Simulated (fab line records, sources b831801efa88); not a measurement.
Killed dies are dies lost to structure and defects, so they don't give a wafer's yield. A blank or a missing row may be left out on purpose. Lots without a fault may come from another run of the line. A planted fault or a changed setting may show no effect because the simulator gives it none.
One fault seen from 2 desks | flow gf180mcu | each desk has only its own numbers; what lay behind them comes last

THE TOOL OWNER'S DESK: rtp_anneal-01
The tool's own readings at GF_SALICIDE_RTA_06 (time 30 s): means of the sampled wafers that have a number, for each lot that ran on this tool. A lot is out of limits, marked OUT, if its mean lies more than 4 standard deviations from the usual mean; the brackets give that distance.
Columns: A = chamber_o2_ppm at GF_SALICIDE_RTA_06, usual 2.003; B = lamp_power_pct at GF_SALICIDE_RTA_06, usual 5.29 %; C = wafer_temp_C_max at GF_SALICIDE_RTA_06, usual 532.0
lot  | first seen here | A                          | B    | C
L154 | day 17 00:40    | 1502.000 (+99 or more) OUT | 5.49 | 531.7
L155 | day 17 09:24    | 1502.000 (+99 or more) OUT | 5.49 | 531.6
L156 | day 17 20:49    | 1502.000 (+99 or more) OUT | 5.49 | 531.5
L165 | day 20 20:47    | 2.010                      | 5.49 | 531.6
L166 | day 21 08:32    | 2.005                      | 5.49 | 531.2
L167 | day 21 16:26    | 2.004                      | 5.49 | 531.7
This desk's finding: out of limits on L154, L155, L156; first on L154, day 17 00:40 (chamber_o2_ppm at GF_SALICIDE_RTA_06). In limits: L165, L166, L167.

THE METROLOGY DESK
What the gauges read, lot by lot, whatever tool the lot ran on: means of the sampled wafers that have a number. A lot is out of limits, marked OUT, if its mean lies more than 4 standard deviations from the usual mean; the brackets give that distance.
Columns: A = cd_nm at GF_SAB_CD_MEAS_09, usual 420.7 nm; B = SAB_OVL at GF_SAB_OVL_MEAS_10, usual 0.4 nm; C = SALICIDE_TIN_RS at GF_SALICIDE_RS_MEAS_04, usual 16.15 ohm/sq; D = SALICIDE_TIN_THK at GF_SALICIDE_THK_MEAS_05, usual 20.31 nm
lot  | first seen here | A     | B    | C     | D
L153 | day 16 10:54    | 421.3 | 2.8  | 16.03 | 20.50
L154 | day 16 23:56    | 418.2 | 0.4  | 15.88 | 20.38
L155 | day 17 08:40    | 419.5 | 0.7  | 16.28 | 20.49
L156 | day 17 20:05    | 423.9 | 0.4  | 16.02 | 20.74
L165 | day 20 20:03    | 421.9 | -0.0 | 16.06 | 20.36
L166 | day 21 07:48    | 420.8 | -1.0 | 16.04 | 19.91
L167 | day 21 15:43    | 416.1 | -0.6 | 16.00 | 20.42
This desk's finding: nothing out of limits on any of the 7 lots.

PUT TOGETHER
The tool owner's desk could have raised an alarm at day 17 00:40, on L154, L155, L156.
The metrology desk saw nothing out of limits.
The metrology desk has L154, L155, L156 on record, within its limits.
Of the lots named, all ran GF_SALICIDE_RTA_06 on rtp_anneal-01.

WHAT THE SIMULATOR HAD PUT IN
Process parameter drift: rtp_anneal-01, from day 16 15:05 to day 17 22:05, at GF_SALICIDE_RTA_06. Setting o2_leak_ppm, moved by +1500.
Lots struck among those shown: L154, L155, L156.
Hours from the fault's start to each desk's first reading out of limits: the tool owner's desk, 10.
